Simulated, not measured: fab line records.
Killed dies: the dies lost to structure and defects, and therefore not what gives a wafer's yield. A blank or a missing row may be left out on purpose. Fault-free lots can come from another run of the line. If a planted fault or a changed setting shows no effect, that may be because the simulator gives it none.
A single fault, viewed from 2 desks ; flow gf180mcu ; every desk sees just its own numbers, and what lay behind them comes last

## FROM THE METROLOGY DESK
Means of the sampled wafers that have a number, per lot and without regard to the tool the lot ran on: this is what the gauges read. Marked OUT: a lot whose mean sits more than 4 standard deviations from the usual mean, which makes it out of limits; the brackets give that distance.
Columns: A = cd_nm at GF_M5_CD_MEAS_07, usual 279.5 nm
lot;first seen here;A
L757;day 28 14:16;278.8
L761;day 28 19:52;280.7
L765;day 30 13:52;277.6
L769;day 31 16:40;279.3
This desk's verdict: no lot among the 4 shows anything out of limits.

## TOOL OWNER'S DESK, litho_track-04
The tool's own readings at GF_M5_DEVELOP_06 (develop time 60 s): means of the sampled wafers that have a number, for each lot that ran on this tool. Marked OUT: a lot whose mean sits more than 4 standard deviations from the usual mean, which makes it out of limits; the brackets give that distance.
Columns: A = chill_plate_temp_C at GF_M5_DEVELOP_06, usual 23.00 C
lot;first seen here;A
L761;day 28 07:19;23.05
This desk's finding: nothing out of limits on the one lot.

## BROUGHT TOGETHER
Metrology desk: nothing out of limits seen.
The tool owner's desk saw nothing out of limits.

## WHAT WAS PUT IN BY THE SIMULATOR
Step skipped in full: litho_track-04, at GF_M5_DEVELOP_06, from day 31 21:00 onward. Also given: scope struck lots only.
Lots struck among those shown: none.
